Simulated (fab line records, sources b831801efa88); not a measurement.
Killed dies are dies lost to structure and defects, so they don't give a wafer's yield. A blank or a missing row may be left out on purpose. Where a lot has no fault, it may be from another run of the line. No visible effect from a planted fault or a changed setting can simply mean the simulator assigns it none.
fab line records + flow sky130
record:
- lots: 14
- wafers: 42
- last_day: 50
route steps=708 shown POLY_GATE@229 RES_XHIGH@360 LI_CONTACT@365 VIA2@509 METAL3@532
lots that met no fault: taken from a fault-free run of the same line
start_h: start of the lot's first displayed wafer, in hours after the record's first day + wait_h: hours since the lot's step before + " repeats the value in the row above + L1.1+2: a row that stands for several wafers + - no value, or no start given + * or withheld: withheld + < > ~ a bound
route shown NAME@n: names a module that has steps shown in the file, with the first one's number in the route + usual: mean/standard deviation of fault-free wafers + same: alike in all rows + chamber/n: place in a boat + sites: the reading at each site + _std_site: the standard deviation of these + _edge_site: inner sites' mean taken away from outer sites' mean + radius_mm: how far each site lies from the wafer's centre + mask NAME#n: copy n + behind: the last tool/chamber to shape the wafer + hold: what put the lot on hold/how long, in hours/how the hold closed + device: names the non-switching transistor (n, p or np) + end of line: at the end of the route, the tests of the same wafers + where a step has no rows: the recipe by itself + killed: dies lost to structure and defects at the first sort, not the wafer's yield + map: the dies of a wafer, with x for killed, . for not killed, _ for no die there
set.NAME: the setting that was run; set.NAME@STEP: the one run at that earlier step + model.NAME: the simulator's own value behind a step, which no gauge read
the route's steps for a sample of lots (tables are steps, rows are wafers)
services: the hour from which a tool's chamber was out of use, counted from the record's first day as start_h (under 0 if before that day), plus the number of hours and why
== steps ==
step: SKY_POLY_GATE_ETCH_15
recipe:
- chemistry: N2/H2
- target: BARC
- ion_energy_ev: 200
- source_w: 500
- bias_w: 100
- pressure_mtorr: 30
- n2_flow_sccm: 100
- h2_flow_sccm: 200
- stop_on: SiO2
- time_s: 118.5
- target_depth_a: 1100
usual:
- chamber_pressure_mTorr: 30.00/0.032
- drypump_motor_current_A: 5.7/0.52
- oes_product_au: 0.717/0.0046
- throttle_valve_pct: 13.213/0.0084
| lot.wafer | tool        | chamber | start_h | wait_h | chamber_pressure_mTorr | drypump_motor_current_A | oes_product_au | rf_hours_counter_h | throttle_valve_pct |
|-----------|-------------|---------|---------|--------|------------------------|-------------------------|----------------|--------------------|--------------------|
| L403.1    | rie_diel-04 | 3       | 374.72  | 0.0    | 30.08                  | 5.3                     | 0.707          | 9                  | 13.214             |
| L403.3    | "           | 1       | "       | "      | 30.04                  | 5.1                     | 0.717          | 77                 | 13.206             |
| L403.6    | "           | 1       | "       | "      | 30.03                  | 5.1                     | 0.716          | -                  | 13.209             |
| L404.1    | rie_diel-02 | 1       | 380.63  | 0.0    | 29.97                  | 5.0                     | 0.725          | 5                  | 13.235             |
| L404.4    | "           | 2       | "       | "      | 30.00                  | 5.7                     | 0.718          | 109                | 13.211             |
| L404.6    | "           | 1       | "       | "      | 29.98                  | 5.0                     | 0.724          | -                  | 13.198             |
| L407.2    | rie_diel-02 | 1       | 396.66  | 0.0    | 30.01                  | 5.0                     | 0.719          | 6                  | 13.219             |
| L407.5    | "           | 0       | "       | "      | 29.99                  | 6.4                     | 0.714          | -                  | 13.212             |
| L407.6    | "           | 1       | "       | "      | 29.99                  | 5.0                     | 0.721          | -                  | 13.223             |
| L406.1    | rie_diel-04 | 0       | 397.01  | 0.0    | 30.00                  | 6.0                     | 0.716          | 22                 | 13.203             |
| L406.2    | "           | 2       | "       | "      | 29.95                  | 5.8                     | 0.710          | 104                | 13.211             |
| L406.5    | "           | 3       | "       | "      | 30.00                  | 5.2                     | 0.720          | -                  | 13.219             |
| L409.1    | rie_diel-02 | 1       | 425.82  | 0.0    | 30.04                  | 5.0                     | 0.710          | 6                  | 13.206             |
| L409.3    | "           | 2       | "       | "      | 30.03                  | 5.7                     | 0.721          | 0                  | 13.217             |
| L409.4    | "           | 3       | "       | "      | 30.02                  | 5.4                     | 0.704          | 11                 | 13.214             |
| L410.1    | rie_diel-04 | 0       | 438.52  | 0.0    | 30.02                  | 6.0                     | 0.710          | 23                 | 13.210             |
| L410.3    | "           | 3       | "       | "      | 29.97                  | 5.3                     | 0.714          | -                  | 13.209             |
| L410.6    | "           | 3       | "       | "      | 30.00                  | 5.3                     | 0.720          | -                  | 13.217             |
| L412.1    | rie_diel-04 | 3       | 453.88  | 0.0    | 30.01                  | 5.3                     | 0.716          | 11                 | 13.208             |
| L412.2    | "           | 2       | "       | "      | 30.02                  | 5.8                     | 0.715          | 0                  | 13.211             |
| L412.5    | "           | 3       | "       | "      | 30.00                  | 5.3                     | 0.717          | -                  | 13.200             |
| L413.2    | rie_diel-02 | 0       | 459.08  | 0.0    | 30.03                  | 6.4                     | 0.714          | 91                 | 13.215             |
| L413.4    | "           | 1       | "       | "      | 30.00                  | 5.0                     | 0.713          | 7                  | 13.219             |
| L413.5    | "           | 0       | "       | "      | 29.95                  | 6.3                     | 0.713          | -                  | 13.200             |
| L415.1    | rie_diel-04 | 1       | 476.28  | 0.0    | 29.97                  | 5.1                     | 0.717          | 79                 | 13.218             |
| L415.2    | "           | 0       | "       | "      | 30.01                  | 6.0                     | 0.720          | 24                 | 13.218             |
| L415.6    | "           | 0       | "       | "      | 30.04                  | 6.0                     | 0.711          | -                  | 13.215             |
| L420.1    | rie_diel-04 | 0       | 530.36  | 0.0    | 29.98                  | 6.0                     | 0.719          | 25                 | 13.209             |
| L420.2    | "           | 2       | "       | "      | 30.04                  | 5.8                     | 0.717          | 2                  | 13.217             |
| L420.6    | "           | 3       | "       | "      | 30.00                  | 5.3                     | 0.718          | -                  | 13.212             |
| L423.3    | rie_diel-01 | 1       | 540.76  | 0.0    | 30.01                  | 5.2                     | 0.717          | 50                 | 13.219             |
| L423.5    | "           | 1       | "       | "      | 30.00                  | 5.1                     | 0.716          | -                  | 13.209             |
| L423.6    | "           | 0       | "       | "      | 29.94                  | 6.1                     | 0.718          | -                  | 13.226             |
| L424.1    | rie_diel-01 | 0       | 553.36  | 0.0    | 29.98                  | 6.1                     | 0.725          | 3                  | 13.208             |
| L424.4    | "           | 2       | "       | "      | 30.03                  | 6.7                     | 0.712          | 12                 | 13.222             |
| L424.6    | "           | 0       | "       | "      | 29.98                  | 6.1                     | 0.709          | -                  | 13.216             |
| L425.1    | rie_diel-04 | 2       | 557.01  | 0.0    | 30.01                  | 5.8                     | 0.719          | 2                  | 13.215             |
| L425.3    | "           | 3       | "       | "      | 29.97                  | 5.3                     | 0.718          | 13                 | 13.217             |
| L425.6    | "           | 1       | "       | "      | 30.00                  | 5.1                     | 0.716          | -                  | 13.211             |
| L426.2    | rie_diel-01 | 3       | 569.52  | 0.0    | 29.97                  | 6.5                     | 0.718          | 35                 | 13.221             |
| L426.3    | "           | 2       | "       | "      | 29.89                  | 6.7                     | 0.714          | 12                 | 13.206             |
| L426.4    | "           | 0       | "       | "      | 30.06                  | 6.1                     | 0.723          | 4                  | 13.222             |
step: SKY_SD_N_RS_MEAS_18
recipe:
- thk_meas_gauge: four-point-probe
usual:
- RES_XHIGH_RS: 333.2/1.3
| lot.wafer | tool          | chamber | start_h | wait_h | RES_XHIGH_RS[ohm/sq] |
|-----------|---------------|---------|---------|--------|----------------------|
| L403.1    | film_metro-02 | -       | 651.63  | 0.1    | 332.1                |
| L403.3    | "             | -       | "       | "      | 332.3                |
| L403.6    | "             | -       | "       | "      | 332.8                |
| L404.1    | film_metro-04 | -       | 656.25  | 0.1    | 333.3                |
| L404.4    | "             | -       | "       | "      | 334.2                |
| L404.6    | "             | -       | "       | "      | 333.2                |
| L407.2    | film_metro-02 | -       | 676.65  | 0.1    | 334.0                |
| L407.5    | "             | -       | "       | "      | 335.1                |
| L407.6    | "             | -       | "       | "      | 334.7                |
| L406.1    | film_metro-02 | -       | 677.23  | 0.1    | 333.4                |
| L406.2    | "             | -       | "       | "      | 332.7                |
| L406.5    | "             | -       | "       | "      | 334.2                |
| L409.1    | film_metro-02 | -       | 701.73  | 0.1    | 332.1                |
| L409.3    | "             | -       | "       | "      | 331.2                |
| L409.4    | "             | -       | "       | "      | 332.8                |
| L410.1    | film_metro-01 | -       | 712.78  | 0.1    | 332.9                |
| L410.3    | "             | -       | "       | "      | 331.5                |
| L410.6    | "             | -       | "       | "      | 332.4                |
| L412.1    | film_metro-01 | -       | 725.90  | 0.1    | 331.5                |
| L412.2    | "             | -       | "       | "      | 330.4                |
| L412.5    | "             | -       | "       | "      | 331.9                |
| L413.2    | film_metro-02 | -       | 731.50  | 0.1    | 332.0                |
| L413.4    | "             | -       | "       | "      | 332.4                |
| L413.5    | "             | -       | "       | "      | 332.6                |
| L415.1    | film_metro-04 | -       | 746.08  | 0.1    | 333.8                |
| L415.2    | "             | -       | "       | "      | 333.0                |
| L415.6    | "             | -       | "       | "      | 334.4                |
| L420.1    | film_metro-02 | -       | 797.10  | 0.1    | 333.2                |
| L420.2    | "             | -       | "       | "      | 332.7                |
| L420.6    | "             | -       | "       | "      | 333.5                |
| L423.3    | film_metro-04 | -       | 804.29  | 0.1    | 332.7                |
| L423.5    | "             | -       | "       | "      | 334.5                |
| L423.6    | "             | -       | "       | "      | 335.5                |
| L424.1    | film_metro-01 | -       | 814.73  | 0.1    | 334.1                |
| L424.4    | "             | -       | "       | "      | 333.0                |
| L424.6    | "             | -       | "       | "      | 332.6                |
| L425.1    | film_metro-04 | -       | 820.25  | 0.1    | 333.0                |
| L425.3    | "             | -       | "       | "      | 333.2                |
| L425.6    | "             | -       | "       | "      | 332.6                |
| L426.2    | film_metro-04 | -       | 831.05  | 0.1    | 334.6                |
| L426.3    | "             | -       | "       | "      | 334.6                |
| L426.4    | "             | -       | "       | "      | 334.4                |
step: SKY_LI_CONTACT_BOW_MEAS_03
recipe:
- mode: bow
usual:
- LI_CONTACT_BOW: 56/7.2
| lot.wafer | tool          | chamber | start_h | wait_h | LI_CONTACT_BOW[um] |
|-----------|---------------|---------|---------|--------|--------------------|
| L403.1    | film_metro-02 | -       | 652.24  | 0.2    | 50                 |
| L403.3    | "             | -       | "       | "      | 60                 |
| L403.6    | "             | -       | "       | "      | 59                 |
| L404.1    | film_metro-01 | -       | 656.87  | 0.2    | 56                 |
| L404.4    | "             | -       | "       | "      | 55                 |
| L404.6    | "             | -       | "       | "      | 46                 |
| L407.2    | film_metro-01 | -       | 677.24  | 0.2    | 57                 |
| L407.5    | "             | -       | "       | "      | 46                 |
| L407.6    | "             | -       | "       | "      | 68                 |
| L406.1    | film_metro-04 | -       | 677.82  | 0.2    | 50                 |
| L406.2    | "             | -       | "       | "      | 57                 |
| L406.5    | "             | -       | "       | "      | 50                 |
| L409.1    | film_metro-01 | -       | 702.34  | 0.1    | 61                 |
| L409.3    | "             | -       | "       | "      | 63                 |
| L409.4    | "             | -       | "       | "      | 66                 |
| L410.1    | film_metro-01 | -       | 713.37  | 0.1    | 53                 |
| L410.3    | "             | -       | "       | "      | 47                 |
| L410.6    | "             | -       | "       | "      | 65                 |
| L412.1    | film_metro-01 | -       | 726.50  | 0.1    | 63                 |
| L412.2    | "             | -       | "       | "      | 58                 |
| L412.5    | "             | -       | "       | "      | 53                 |
| L413.2    | film_metro-02 | -       | 732.09  | 0.2    | 66                 |
| L413.4    | "             | -       | "       | "      | 62                 |
| L413.5    | "             | -       | "       | "      | 60                 |
| L415.1    | film_metro-02 | -       | 746.77  | 0.2    | 52                 |
| L415.2    | "             | -       | "       | "      | 50                 |
| L415.6    | "             | -       | "       | "      | 59                 |
| L420.1    | film_metro-01 | -       | 797.70  | 0.2    | 51                 |
| L420.2    | "             | -       | "       | "      | 56                 |
| L420.6    | "             | -       | "       | "      | 50                 |
| L423.3    | film_metro-04 | -       | 804.89  | 0.2    | 54                 |
| L423.5    | "             | -       | "       | "      | 65                 |
| L423.6    | "             | -       | "       | "      | 52                 |
| L424.1    | film_metro-02 | -       | 815.33  | 0.2    | 49                 |
| L424.4    | "             | -       | "       | "      | 50                 |
| L424.6    | "             | -       | "       | "      | 46                 |
| L425.1    | film_metro-04 | -       | 820.85  | 0.2    | 49                 |
| L425.3    | "             | -       | "       | "      | 60                 |
| L425.6    | "             | -       | "       | "      | 59                 |
| L426.2    | film_metro-01 | -       | 831.68  | 0.2    | 62                 |
| L426.3    | "             | -       | "       | "      | 71                 |
| L426.4    | "             | -       | "       | "      | 69                 |
step: SKY_VIA2_CMP_02
recipe:
- material: SiO2
- down_force_psi: 4
- platen_rpm: 60
- pad_velocity_m_s: 0.94248
usual:
- head_pressure_psi: 4.001/0.0076
- motor_current_A: 12.5/1.1
| lot.wafer | tool   | chamber | start_h | wait_h | head_pressure_psi | motor_current_A |
|-----------|--------|---------|---------|--------|-------------------|-----------------|
| L403.1    | cmp-01 | 2       | 824.48  | 0.1    | 4.001             | 11.1            |
| L403.3    | "      | 3       | "       | "      | 3.993             | 13.9            |
| L403.6    | "      | 3       | "       | "      | 3.994             | 14.0            |
| L404.1    | cmp-02 | 2       | 829.34  | 0.1    | 3.998             | 10.4            |
| L404.4    | "      | 3       | "       | "      | 4.016             | 12.2            |
| L404.6    | "      | 1       | "       | "      | 4.004             | 13.8            |
| L407.2    | cmp-01 | 2       | 850.80  | 0.1    | 3.997             | 12.3            |
| L407.5    | "      | 1       | "       | "      | 4.001             | 12.5            |
| L407.6    | "      | 2       | "       | "      | 4.000             | 11.4            |
| L406.1    | cmp-02 | 2       | 851.12  | 0.1    | 4.019             | 9.9             |
| L406.2    | "      | 3       | "       | "      | 4.001             | 11.8            |
| L406.5    | "      | 2       | "       | "      | 4.002             | 10.4            |
| L409.1    | cmp-02 | 2       | 874.47  | 0.1    | 4.009             | 10.3            |
| L409.3    | "      | 3       | "       | "      | 4.020             | 12.6            |
| L409.4    | "      | 0       | "       | "      | 4.014             | 13.9            |
| L410.1    | cmp-01 | 0       | 881.50  | 0.1    | 3.985             | 12.3            |
| L410.3    | "      | 1       | "       | "      | 4.000             | 12.6            |
| L410.6    | "      | 0       | "       | "      | 3.995             | 12.1            |
| L412.1    | cmp-02 | 3       | 893.29  | 0.1    | 4.002             | 12.1            |
| L412.2    | "      | 2       | "       | "      | 4.001             | 9.7             |
| L412.5    | "      | 3       | "       | "      | 3.999             | 12.3            |
| L413.2    | cmp-02 | 1       | 899.04  | 0.1    | 4.001             | 13.2            |
| L413.4    | "      | 2       | "       | "      | 4.012             | 10.3            |
| L413.5    | "      | 3       | "       | "      | 3.996             | 11.8            |
| L415.1    | cmp-02 | 2       | 913.51  | 0.1    | 4.002             | 10.2            |
| L415.2    | "      | 3       | "       | "      | 4.012             | 12.7            |
| L415.6    | "      | 2       | "       | "      | 4.004             | 10.0            |
| L420.2    | cmp-01 | 1       | 963.58  | 0.2    | 3.991             | 12.5            |
| L420.1    | "      | 2       | "       | "      | 4.008             | 12.1            |
| L420.6    | "      | 3       | "       | "      | 4.010             | 13.9            |
| L423.3    | cmp-01 | 1       | 967.25  | 0.0    | 3.998             | 12.7            |
| L423.6    | "      | 1       | "       | "      | 4.005             | 12.5            |
| L423.5    | "      | 2       | "       | "      | 4.015             | 11.9            |
| L424.1    | cmp-01 | 1       | 973.54  | 0.1    | 4.006             | 12.1            |
| L424.4    | "      | 3       | "       | "      | 4.001             | 13.7            |
| L424.6    | "      | 1       | "       | "      | 3.998             | 13.3            |
| L425.3    | cmp-02 | 2       | 985.45  | 0.1    | 4.008             | 10.4            |
| L425.1    | "      | 3       | "       | "      | 4.008             | 12.5            |
| L425.6    | "      | 1       | "       | "      | 4.016             | 14.5            |
| L426.3    | cmp-02 | 3       | 992.43  | 1.1    | 4.013             | 12.0            |
| L426.2    | "      | 0       | "       | "      | 4.003             | 12.9            |
| L426.4    | "      | 1       | "       | "      | 3.997             | 14.3            |
step: SKY_VIA2_ETCH_15
recipe:
- target: SiO2
- chemistry: C4F8/O2/Ar
- target_depth_nm: 546
- stop_on: TiN
- mask_material: KrF-thick
- source_w: 1500
- bias_w: 1200
- pressure_mtorr: 40
- c4f8_flow_sccm: withheld
- O2_flow_sccm: 6
- Ar_flow_sccm: 300
- time_s: 84
usual:
- chamber_pressure_mTorr: 40.00/0.043
- oes_product_au: 0.940/0.0049
| lot.wafer | tool        | chamber | start_h | wait_h | chamber_pressure_mTorr | oes_product_au | rf_hours_counter_h |
|-----------|-------------|---------|---------|--------|------------------------|----------------|--------------------|
| L403.1    | rie_diel-02 | 3       | 850.92  | 0.0    | 40.01                  | 0.944          | 21                 |
| L403.3    | "           | 0       | "       | "      | 40.04                  | 0.944          | 9                  |
| L403.6    | "           | 2       | "       | "      | 40.04                  | 0.946          | -                  |
| L404.1    | rie_diel-04 | 1       | 855.32  | 0.0    | 40.06                  | 0.940          | 7                  |
| L404.4    | "           | 3       | "       | "      | 40.03                  | 0.933          | 20                 |
| L404.6    | "           | 2       | "       | "      | 40.04                  | 0.937          | -                  |
| L407.2    | rie_diel-04 | 1       | 877.17  | 0.0    | 39.96                  | 0.951          | 8                  |
| L407.5    | "           | 2       | "       | "      | 39.94                  | 0.940          | -                  |
| L407.6    | "           | 3       | "       | "      | 39.95                  | 0.933          | -                  |
| L406.1    | rie_diel-03 | 0       | 877.52  | 0.0    | 39.94                  | 0.933          | 13                 |
| L406.2    | "           | 2       | "       | "      | 39.98                  | 0.936          | 4                  |
| L406.5    | "           | 3       | "       | "      | 39.95                  | 0.945          | -                  |
| L409.1    | rie_diel-03 | 2       | 900.67  | 0.0    | 40.10                  | 0.935          | 5                  |
| L409.3    | "           | 0       | "       | "      | 39.97                  | 0.943          | 13                 |
| L409.4    | "           | 1       | "       | "      | 40.01                  | 0.938          | 15                 |
| L410.1    | rie_diel-03 | 3       | 907.07  | 0.0    | 39.91                  | 0.942          | 6                  |
| L410.3    | "           | 0       | "       | "      | 39.95                  | 0.942          | 13                 |
| L410.6    | "           | 2       | "       | "      | 40.01                  | 0.951          | -                  |
| L412.1    | rie_diel-03 | 0       | 919.00  | 0.0    | 40.00                  | 0.941          | 13                 |
| L412.2    | "           | 3       | "       | "      | 40.08                  | 0.939          | 6                  |
| L412.5    | "           | 2       | "       | "      | 40.02                  | 0.935          | -                  |
| L413.2    | rie_diel-03 | 2       | 924.27  | 0.0    | 39.98                  | 1.001          | 5                  |
| L413.4    | "           | 0       | "       | "      | 40.01                  | 0.998          | 14                 |
| L413.5    | "           | 0       | "       | "      | 40.01                  | 0.999          | -                  |
| L415.1    | rie_diel-04 | 3       | 938.07  | 0.0    | 40.02                  | 0.990          | 23                 |
| L415.2    | "           | 0       | "       | "      | 40.05                  | 1.004          | 3                  |
| L415.6    | "           | 2       | "       | "      | 39.93                  | 0.998          | -                  |
| L420.1    | rie_diel-02 | 0       | 987.37  | 0.0    | 40.00                  | 0.949          | 14                 |
| L420.2    | "           | 2       | "       | "      | 39.99                  | 0.938          | 14                 |
| L420.6    | "           | 0       | "       | "      | 40.05                  | 0.939          | -                  |
| L423.3    | rie_diel-02 | 0       | 991.62  | 0.0    | 39.94                  | 0.938          | 14                 |
| L423.5    | "           | 3       | "       | "      | 40.03                  | 0.941          | -                  |
| L423.6    | "           | 0       | "       | "      | 39.96                  | 0.941          | -                  |
| L424.1    | rie_diel-04 | 0       | 997.45  | 0.0    | 40.01                  | 0.946          | 5                  |
| L424.4    | "           | 1       | "       | "      | 39.96                  | 0.945          | 12                 |
| L424.6    | "           | 1       | "       | "      | 40.00                  | 0.937          | -                  |
| L425.1    | rie_diel-04 | 0       | 1009.05 | 0.0    | 40.03                  | 0.928          | 5                  |
| L425.3    | "           | 3       | "       | "      | 40.00                  | 0.943          | 25                 |
| L425.6    | "           | 0       | "       | "      | 40.04                  | 0.942          | -                  |
| L426.2    | rie_diel-04 | 2       | 1015.17 | 0.0    | 40.02                  | 0.936          | 14                 |
| L426.3    | "           | 0       | "       | "      | 40.04                  | 0.941          | 5                  |
| L426.4    | "           | 1       | "       | "      | 39.94                  | 0.945          | 12                 |
step: SKY_METAL3_SPUTTER_00
recipe:
- material: Ti
- target_thk_nm: 15
- power_w: 3000
- time_s: 10
- chamber_pressure_pa: 0.4
usual:
- throttle_valve_pct: 30.2/0.89
| lot.wafer | tool           | chamber | start_h | wait_h | throttle_valve_pct |
|-----------|----------------|---------|---------|--------|--------------------|
| L403.1    | pvd_sputter-03 | -       | 852.25  | 0.1    | 28.5               |
| L403.3    | "              | -       | "       | "      | 30.0               |
| L403.6    | "              | -       | "       | "      | 28.3               |
| L404.1    | pvd_sputter-02 | -       | 856.65  | 0.2    | 30.6               |
| L404.4    | "              | -       | "       | "      | 29.3               |
| L404.6    | "              | -       | "       | "      | 31.9               |
| L407.2    | pvd_sputter-02 | -       | 878.51  | 0.1    | 30.0               |
| L407.5    | "              | -       | "       | "      | 30.7               |
| L407.6    | "              | -       | "       | "      | 29.8               |
| L406.1    | pvd_sputter-02 | -       | 878.84  | 0.1    | 29.8               |
| L406.2    | "              | -       | "       | "      | 30.8               |
| L406.5    | "              | -       | "       | "      | 31.9               |
| L409.1    | pvd_sputter-02 | -       | 902.01  | 0.1    | 32.3               |
| L409.3    | "              | -       | "       | "      | 30.4               |
| L409.4    | "              | -       | "       | "      | 29.0               |
| L410.1    | pvd_sputter-01 | -       | 908.39  | 0.2    | 30.1               |
| L410.3    | "              | -       | "       | "      | 30.9               |
| L410.6    | "              | -       | "       | "      | 30.4               |
| L412.1    | pvd_sputter-01 | -       | 920.33  | 0.1    | 30.2               |
| L412.2    | "              | -       | "       | "      | 30.8               |
| L412.5    | "              | -       | "       | "      | 30.6               |
| L415.2    | pvd_sputter-02 | -       | 939.48  | 0.2    | 30.8               |
| L420.1    | pvd_sputter-02 | -       | 989.26  | 0.2    | 30.0               |
| L420.2    | "              | -       | "       | "      | 30.9               |
| L420.6    | "              | -       | "       | "      | 29.3               |
| L423.3    | pvd_sputter-02 | -       | 993.67  | 0.1    | 29.4               |
| L423.5    | "              | -       | "       | "      | 29.4               |
| L423.6    | "              | -       | "       | "      | 29.4               |
| L424.1    | pvd_sputter-02 | -       | 999.56  | 0.1    | 29.3               |
| L424.4    | "              | -       | "       | "      | 29.4               |
| L424.6    | "              | -       | "       | "      | 29.3               |
| L425.1    | pvd_sputter-03 | -       | 1010.39 | 0.1    | 30.1               |
| L425.3    | "              | -       | "       | "      | 28.5               |
| L425.6    | "              | -       | "       | "      | 28.3               |
| L426.2    | pvd_sputter-01 | -       | 1016.50 | 0.1    | 30.6               |
| L426.3    | "              | -       | "       | "      | 30.3               |
| L426.4    | "              | -       | "       | "      | 29.1               |
step: SKY_METAL3_SPUTTER_01
recipe:
- material: TiN
- target_thk_nm: 20
- power_w: 6500
- time_s: 16.7
- chamber_pressure_pa: 0.4
usual:
- throttle_valve_pct: 30.2/0.89
| lot.wafer | tool           | chamber | start_h | wait_h | throttle_valve_pct |
|-----------|----------------|---------|---------|--------|--------------------|
| L403.1    | pvd_sputter-03 | -       | 852.28  | 0.0    | 28.5               |
| L403.3    | "              | -       | "       | "      | 30.0               |
| L403.6    | "              | -       | "       | "      | 28.6               |
| L404.1    | pvd_sputter-02 | -       | 856.67  | 0.0    | 30.7               |
| L404.4    | "              | -       | "       | "      | 29.2               |
| L404.6    | "              | -       | "       | "      | 32.1               |
| L407.2    | pvd_sputter-02 | -       | 878.53  | 0.0    | 29.7               |
| L407.5    | "              | -       | "       | "      | 30.7               |
| L407.6    | "              | -       | "       | "      | 29.7               |
| L406.1    | pvd_sputter-02 | -       | 878.86  | 0.0    | 29.5               |
| L406.2    | "              | -       | "       | "      | 30.7               |
| L406.5    | "              | -       | "       | "      | 31.9               |
| L409.1    | pvd_sputter-02 | -       | 902.03  | 0.0    | 31.8               |
| L409.3    | "              | -       | "       | "      | 30.5               |
| L409.4    | "              | -       | "       | "      | 29.3               |
| L410.1    | pvd_sputter-01 | -       | 908.42  | 0.0    | 30.5               |
| L410.3    | "              | -       | "       | "      | 30.9               |
| L410.6    | "              | -       | "       | "      | 30.5               |
| L412.1    | pvd_sputter-01 | -       | 920.35  | 0.0    | 30.4               |
| L412.2    | "              | -       | "       | "      | 30.9               |
| L412.5    | "              | -       | "       | "      | 30.5               |
| L415.2    | pvd_sputter-02 | -       | 939.50  | 0.0    | 30.7               |
| L420.1    | pvd_sputter-02 | -       | 989.28  | 0.0    | 29.6               |
| L420.2    | "              | -       | "       | "      | 30.6               |
| L420.6    | "              | -       | "       | "      | 29.1               |
| L423.3    | pvd_sputter-02 | -       | 993.69  | 0.0    | 29.7               |
| L423.5    | "              | -       | "       | "      | 29.8               |
| L423.6    | "              | -       | "       | "      | 29.1               |
| L424.1    | pvd_sputter-02 | -       | 999.58  | 0.0    | 29.8               |
| L424.4    | "              | -       | "       | "      | 29.0               |
| L424.6    | "              | -       | "       | "      | 29.1               |
| L425.1    | pvd_sputter-03 | -       | 1010.41 | 0.0    | 30.1               |
| L425.3    | "              | -       | "       | "      | 28.2               |
| L425.6    | "              | -       | "       | "      | 28.2               |
| L426.2    | pvd_sputter-01 | -       | 1016.52 | 0.0    | 30.5               |
| L426.3    | "              | -       | "       | "      | 30.6               |
| L426.4    | "              | -       | "       | "      | 29.6               |
== services ==
| tool           | chamber | start_h | hours | kind   |
|----------------|---------|---------|-------|--------|
| rie_diel-04    | 1       | 357.35  | 8.5   | repair |
| cmp-02         | -       | 399.11  | 1.6   | repair |
| cmp-02         | -       | 404.00  | 4.0   | pm     |
| cmp-02         | -       | 417.41  | 6.7   | repair |
| pvd_sputter-02 | -       | 418.31  | 8.0   | repair |
| rie_diel-04    | 1       | 436.78  | 2.5   | repair |
| cmp-02         | -       | 437.21  | 2.7   | repair |
| cmp-02         | -       | 491.72  | 0.4   | repair |
| cmp-02         | -       | 545.68  | 5.8   | pm     |
| pvd_sputter-02 | -       | 547.60  | 6.6   | repair |
| rie_diel-04    | -       | 590.02  | 2.8   | pm     |
| cmp-02         | -       | 619.27  | 1.4   | repair |
| rie_diel-04    | 3       | 654.04  | 3.5   | repair |
| rie_diel-04    | 0       | 667.26  | 10.1  | repair |
| rie_diel-04    | 1       | 672.12  | 9.2   | repair |
| rie_diel-04    | 1       | 768.69  | 6.8   | repair |
| rie_diel-04    | 2       | 777.00  | 13.1  | repair |
| pvd_sputter-02 | -       | 794.24  | 9.0   | repair |
| rie_diel-04    | 1       | 832.15  | 3.6   | repair |
| rie_diel-04    | 3       | 832.53  | 5.7   | repair |
| rie_diel-04    | 2       | 900.20  | 23.7  | repair |
| pvd_sputter-02 | -       | 924.27  | 0.6   | repair |
| pvd_sputter-02 | -       | 928.96  | 2.4   | repair |
| rie_diel-04    | 2       | 999.28  | 11.2  | repair |
== key ==
first_sign:
- step: SKY_VIA2_ETCH_15
- reading: oes_product_au
- direction: up
- sigmas: 12
- usual: 0.940
- struck: 0.998
effect:
- step: SKY_METAL3_SPUTTER_00
- reading: visit
- direction: missing
effect:
- step: SKY_METAL3_SPUTTER_01
- reading: visit
- direction: missing
met_at SKY_VIA2_CMP_02
struck_lots L413,L415
later_rows_left_out L413.2,L413.4,L413.5,L415.1,L415.6
sort_left_out L413.2,L413.4,L413.5,L415.1,L415.2,L415.6
not_acting_at SKY_POLY_GATE_ETCH_15,SKY_SD_N_RS_MEAS_18,SKY_LI_CONTACT_BOW_MEAS_03
onset_between 893.29 899.04
fault:
- kind: process_parameter_drift
- tool: cmp-02
- chamber: -
- onset_h: 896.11
- steps: SKY_VIA2_CMP_02
- channel: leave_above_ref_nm
- offset: 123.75
- shape: step
- end_h: 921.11
- acts_in: these_recipes_only
- stated: 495
sort_left_out: the simulated sort isn't trusted on such a fault, so these wafers' sort isn't shown, and their yield isn't known
later_rows_left_out: the simulator's readings of these wafers behind a module that went badly wrong aren't trusted and aren't shown, but for the sort
